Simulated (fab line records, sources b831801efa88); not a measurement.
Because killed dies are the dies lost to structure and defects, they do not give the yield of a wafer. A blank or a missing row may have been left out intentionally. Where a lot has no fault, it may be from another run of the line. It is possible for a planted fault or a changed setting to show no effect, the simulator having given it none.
Shared-tool check    flow gf180mcu    12 lots and 39 wafers in the sample

## WHY IT WAS OPENED
GF_PSD_RS_MEAS_14, reading NSD_RS: flagged on 1 of 12 lots. No-fault wafers: 46.41 ohm/sq, standard deviation 0.088.
Rule: a lot gets a flag if all its wafers with a number sit over 4 standard deviations from that mean, or if no wafer of it has a number. The rest of the lots are taken to be sound.

lot   measured      on             NSD_RS (ohm/sq), wafer by wafer      flag
L949  day 15 02:02  film metro-02  46.37 46.38 46.41                    
L951  day 15 13:07  film metro-02  46.36 46.38 46.48                    
L952  day 16 08:41  film metro-03  46.48 46.57 46.47                    
L954  day 16 21:07  film metro-03  46.47 46.55 46.45                    
L956  day 17 10:45  film metro-02  46.49 46.46 46.59                    
L958  day 18 14:32  film metro-02  46.49 46.41 46.44                    
L959  day 18 16:55  film metro-03  47.27 47.28 47.30 47.27 47.32 47.24  FLAGGED
L962  day 20 09:38  film metro-03  46.40 46.53 46.52                    
L967  day 21 14:45  film metro-02  46.43 46.49 46.54                    
L968  day 21 19:57  film metro-03  46.24 46.25 46.30                    
L969  day 21 23:23  film metro-02  46.46 46.36 46.31                    
L970  day 22 09:55  film metro-01  46.32 46.43 46.40                    
The mean of the flagged lots' numbers is 47.28 ohm/sq, +0.87 ohm/sq from the usual (+10 standard deviations).

## LOT BY LOT: THE TOOL USED
Before the reading, the record contains 2 process steps out of a 602-step route. Cell contents, in order: the tool; ch with the chambers the sampled wafers went through; the start.
lot   flag     GF_HV_LDD_RTA_52                  GF_PSD_RTA_13
L949           rtp anneal-02 ch 0, day 13 04:33  rtp anneal-01 ch 0, day 15 01:58
L951           rtp anneal-01 ch 0, day 13 15:29  rtp anneal-02 ch 0, day 15 13:01
L952           rtp anneal-01 ch 0, day 14 09:39  rtp anneal-02 ch 0, day 16 08:36
L954           rtp anneal-02 ch 0, day 14 21:37  rtp anneal-01 ch 0, day 16 21:02
L956           rtp anneal-02 ch 0, day 15 10:45  rtp anneal-02 ch 0, day 17 10:39
L958           rtp anneal-02 ch 0, day 16 13:08  rtp anneal-02 ch 0, day 18 14:26
L959  FLAGGED  rtp anneal-01 ch 0, day 16 13:39  rtp anneal-02 ch 0, day 18 16:50
L962           rtp anneal-01 ch 0, day 18 03:41  rtp anneal-01 ch 0, day 20 09:33
L967           rtp anneal-02 ch 0, day 19 10:14  rtp anneal-01 ch 0, day 21 14:40
L968           rtp anneal-01 ch 0, day 19 16:11  rtp anneal-01 ch 0, day 21 19:52
L969           rtp anneal-02 ch 0, day 19 19:32  rtp anneal-01 ch 0, day 21 23:18
L970           rtp anneal-02 ch 0, day 20 05:59  rtp anneal-01 ch 0, day 22 09:48
What the steps here do:
- GF_HV_LDD_RTA_52: time 10 s.
- GF_PSD_RTA_13: time 20 s.
- GF_PSD_RS_MEAS_14: measures by four-point-probe.

## FLAGGED AGAINST TOTAL, ONE TOOL AT A TIME (gauges that did the reading follow at the end)
step               tool           lots run  flagged  share of the flagged lots  sound lots run after its first flagged lot
GF_HV_LDD_RTA_52   rtp anneal-01  5         1        all                        2 (L962,L968)
GF_HV_LDD_RTA_52   rtp anneal-02  7         0        none                       -
GF_PSD_RTA_13      rtp anneal-01  7         0        none                       -
GF_PSD_RTA_13      rtp anneal-02  5         1        all                        0
GF_PSD_RS_MEAS_14  film metro-01  1         0        none                       -
GF_PSD_RS_MEAS_14  film metro-02  6         0        none                       -
GF_PSD_RS_MEAS_14  film metro-03  5         1        all                        2 (L962,L968)

## WHAT THE TABLE PERMITS
Every flagged lot was run by 3 rows of the table: rtp anneal-01 at GF_HV_LDD_RTA_52, rtp anneal-02 at GF_PSD_RTA_13 and film metro-03 at GF_PSD_RS_MEAS_14.
- rtp anneal-01 at GF_HV_LDD_RTA_52: 1 of its 5 lots flagged. Lots that were sound ran on it after the first flagged one (L962, L968); a persistent fault on the entire tool would not allow that.
- rtp anneal-02 at GF_PSD_RTA_13: 1 of its 5 lots flagged. Its last sound lot is L958 (day 18 14:26), its first flagged lot L959 (day 18 16:50): a fault that began between those two fits. Its own readings lie more than 4 standard deviations out on every wafer of the flagged lots: run length s.
- film metro-03 at GF_PSD_RS_MEAS_14: 1 of its 5 lots flagged. Lots that were sound ran on it after the first flagged one (L962, L968); a persistent fault on the entire tool would not allow that.
Left over: one tool, rtp anneal-02 at GF_PSD_RTA_13.

## WHAT WAS PUT IN BY THE SIMULATOR
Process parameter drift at GF_PSD_RTA_13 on rtp anneal-02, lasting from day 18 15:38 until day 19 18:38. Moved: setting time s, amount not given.
Struck lots among those shown: L959. The rule given above showed the same thing.
